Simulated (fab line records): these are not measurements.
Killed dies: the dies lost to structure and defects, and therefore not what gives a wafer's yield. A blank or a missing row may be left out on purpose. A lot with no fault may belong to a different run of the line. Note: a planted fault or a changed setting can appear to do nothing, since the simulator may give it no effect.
Which tool is to blame? -- flow gf180mcu -- 12 lots, 36 wafers sampled, at 7 steps of a route of 602

WHAT THE GAUGES READ, wafer by wafer
GF_VT_IMPLANT_RS_MEAS_48: measures by four-point-probe. Usual: LVPWELL_RS 1197.6 ohm/sq, standard deviation 3.
lot,measured,on,LVPWELL_RS (ohm/sq),flag
L858,day 7 21:29,filmMetro-04,1199.4 1196.8 1195.4,
L860,day 8 11:26,filmMetro-03,1198.7 1197.2 1198.4,
L861,day 8 17:47,filmMetro-03,1191.4 1196.3 1199.2,
L862,day 9 01:10,filmMetro-04,1201.3 1201.7 1199.6,
L866,day 10 02:55,filmMetro-04,1198.7 1198.9 1200.9,
L867,day 10 06:41,filmMetro-01,1195.8 1198.8 1196.8,
L868,day 10 13:04,filmMetro-04,1191.7 1194.1 1197.0,
L873,day 11 20:05,filmMetro-04,1202.9 1198.3 1198.4,
L875,day 12 08:22,filmMetro-01,1193.6 1195.1 1194.5,
L876,day 12 15:52,filmMetro-04,1195.9 1202.3 1199.6,
L879,day 13 10:29,filmMetro-01,1203.1 1204.4 1201.3,
L880,day 13 17:20,filmMetro-03,1195.0 1197.4 1194.0,

GF_POLY_GATE_OVL_MEAS_11. Usual: POLY_GATE_OVL 0 nm, standard deviation 5.2.
lot,measured,on,POLY_GATE_OVL (nm),flag
L858,day 9 17:23,overlay-01,0 2 -2,
L860,day 10 05:46,overlay-01,0 3 0,
L861,day 10 15:37,overlay-02,-1 1 3,
L862,day 11 02:17,overlay-02,0 -2 -2,
L866,day 12 04:31,overlay-01,-7 -5 -7,
L867,day 12 04:43,overlay-01,2 15 8,
L868,day 12 15:04,overlay-02,-6 -8 -4,
L873,day 13 23:01,overlay-02,-2 -2 -1,
L875,day 14 13:50,overlay-02,-3 2 -2,
L876,day 14 20:43,overlay-02,-5 2 2,
L879,day 15 16:19,overlay-01,6 3 4,
L880,day 15 17:02,overlay-01,3 4 2,

GF_HV_LDD_CD_MEAS_19: target cd 400 nm. Usual: cdNm 399.7 nm, standard deviation 2.5.
lot,measured,on,cdNm (nm),flag
L858,day 11 12:01,cdSem-01,398.9 400.3 401.4,
L860,day 12 00:44,cdSem-01,398.1 401.9 397.6,
L861,day 12 08:49,cdSem-01,399.7 402.0 401.5,
L862,day 12 18:08,cdSem-01,395.7 399.0 398.2,
L866,day 13 22:26,cdSem-02,398.1 398.2 398.6,
L867,day 13 22:14,cdSem-01,397.7 398.4 397.3,
L868,day 14 11:26,cdSem-01,401.2 401.8 403.1,
L873,day 15 21:06,cdSem-01,397.4 396.0 398.6,
L875,day 16 10:35,cdSem-01,- - -,OFF
L876,day 16 19:08,cdSem-01,399.4 398.7 400.8,
L879,day 17 14:48,cdSem-02,396.4 398.7 395.7,
L880,day 17 16:13,cdSem-01,405.1 403.1 406.6,

GF_HV_LDD_TW_MEAS_23. Usual: HV_LDD_2_TW 1063, standard deviation 4.3.
lot,measured,on,HV_LDD_2_TW,flag
L858,day 11 12:24,filmMetro-03,1064 1055 1059,
L860,day 12 01:08,filmMetro-03,1064 1065 1066,
L861,day 12 09:12,filmMetro-03,1064 1064 1068,
L862,day 12 18:33,filmMetro-01,1057 1062 1061,
L866,day 13 22:50,filmMetro-01,1061 1065 1072,
L867,day 13 22:39,filmMetro-04,1062 1065 1058,
L868,day 14 11:51,filmMetro-01,1063 1051 1059,
L873,day 15 21:29,filmMetro-04,1067 1071 1072,
L875,day 16 10:58,filmMetro-01,30 30 30,OFF
L876,day 16 19:32,filmMetro-03,1062 1062 1065,
L879,day 17 15:12,filmMetro-01,1067 1061 1064,
L880,day 17 16:37,filmMetro-04,1059 1060 1060,

GF_HV_LDD_TW_MEAS_38. Usual: HV_LDD_3_TW 1445, standard deviation 5.6.
lot,measured,on,HV_LDD_3_TW,flag
L858,day 12 07:10,filmMetro-01,1445 1447 1448,
L860,day 12 20:18,filmMetro-04,1444 1445 1452,
L861,day 13 03:39,filmMetro-03,1448 1449 1449,
L862,day 13 14:36,filmMetro-04,1453 1449 1449,
L866,day 14 20:38,filmMetro-04,1446 1447 1446,
L867,day 14 20:19,filmMetro-01,1445 1444 1441,
L868,day 15 09:15,filmMetro-03,1447 1451 1445,
L873,day 16 20:08,filmMetro-04,1448 1451 1446,
L875,day 17 10:55,filmMetro-01,1596 1598 1592,OFF
L876,day 17 19:28,filmMetro-03,1436 1433 1442,
L879,day 18 15:16,filmMetro-04,1446 1452 1443,
L880,day 18 16:19,filmMetro-01,1444 1444 1438,

TOOL THAT RAN EACH LOT (tool first, then ch and the chambers of the sampled wafers, then the start)
lot,GF_VT_IMPLANT_RTA_45,GF_HV_LDD_EXPOSE_16
L858,"rtpAnneal-02 ch 0, day 7 21:09","ilineStepper-02 ch 0, day 11 03:13"
L860,"rtpAnneal-02 ch 0, day 8 11:05","ilineStepper-01 ch 0, day 11 16:10"
L861,"rtpAnneal-02 ch 0, day 8 17:27","ilineStepper-01 ch 0, day 12 00:16"
L862,"rtpAnneal-02 ch 0, day 9 00:50","ilineStepper-02 ch 0, day 12 09:16"
L866,"rtpAnneal-01 ch 0, day 10 02:34","ilineStepper-02 ch 0, day 13 12:49"
L867,"rtpAnneal-01 ch 0, day 10 06:21","ilineStepper-02 ch 0, day 13 12:39"
L868,"rtpAnneal-01 ch 0, day 10 12:44","ilineStepper-02 ch 0, day 14 00:36"
L873,"rtpAnneal-01 ch 0, day 11 19:44","ilineStepper-02 ch 0, day 15 10:20"
L875,"rtpAnneal-01 ch 0, day 12 08:01","ilineStepper-01 ch 0, day 15 23:09"
L876,"rtpAnneal-02 ch 0, day 12 15:32","ilineStepper-01 ch 0, day 16 08:24"
L879,"rtpAnneal-02 ch 0, day 13 10:09","ilineStepper-02 ch 0, day 17 03:23"
L880,"rtpAnneal-01 ch 0, day 13 17:00","ilineStepper-01 ch 0, day 17 05:02"
- GF_VT_IMPLANT_RTA_45: time 30 s.
- GF_HV_LDD_EXPOSE_16: exposes mask Pplus LV AREA, target cd 400 nm.

AS READ BY THE TOOLS THEMSELVES (means over the sampled wafers that have a number; for cases with no such wafer, the mark the record gives instead)
GF_VT_IMPLANT_RTA_45. Usual: annealTempCMax 1056.7, standard deviation 2.2; lampPowerPct 35.3 %, standard deviation 2.5; wafer_temp_C_max 1054.4, standard deviation 1.8.
lot,tool,annealTempCMax,lampPowerPct (%),wafer_temp_C_max,flag
L858,rtpAnneal-02,1059.5,33.0,1055.0,
L860,rtpAnneal-02,1057.9,33.0,1056.0,
L861,rtpAnneal-02,1059.1,33.0,1055.1,
L862,rtpAnneal-02,1058.5,32.9,1057.0,
L866,rtpAnneal-01,1054.9,38.1,1052.8,
L867,rtpAnneal-01,1055.2,38.0,1052.0,
L868,rtpAnneal-01,1053.9,38.1,1051.9,
L873,rtpAnneal-01,1053.7,38.1,1052.7,
L875,rtpAnneal-01,1055.3,38.1,1052.5,
L876,rtpAnneal-02,1058.1,32.9,1056.1,
L879,rtpAnneal-02,1059.8,33.0,1056.0,
L880,rtpAnneal-01,1055.0,38.1,1053.4,

THE ANSWER, worked out from the rows above alone
Rule: a lot is off if the mean of its wafers that have a number lies more than 3 standard deviations from the usual mean. Also off: a lot with no number at a reading for which 4 or more lots have one. All remaining lots with rows at the step are treated as sound. After the gauges, taken in route order, come the tools' own readings; for these a lot's mean is taken, as printed above. At the first step where some lot is off, the reading lying furthest off is the one used; lots without a number count as furthest.
Off: L875 (GF_HV_LDD_CD_MEAS_19, cdNm). Without a number there: L875.
If a tool, at a process step before that reading, ran all the lots that are off and no sound lot after the first of them, it fits. Not tried: the gauges at GF_HV_LDD_CD_MEAS_19; whatever is off there is also off at GF_HV_LDD_TW_MEAS_23, on other tools, and gauge error can't account for it. No candidate that was tried fits.

WHAT THE SIMULATOR HAD PUT IN
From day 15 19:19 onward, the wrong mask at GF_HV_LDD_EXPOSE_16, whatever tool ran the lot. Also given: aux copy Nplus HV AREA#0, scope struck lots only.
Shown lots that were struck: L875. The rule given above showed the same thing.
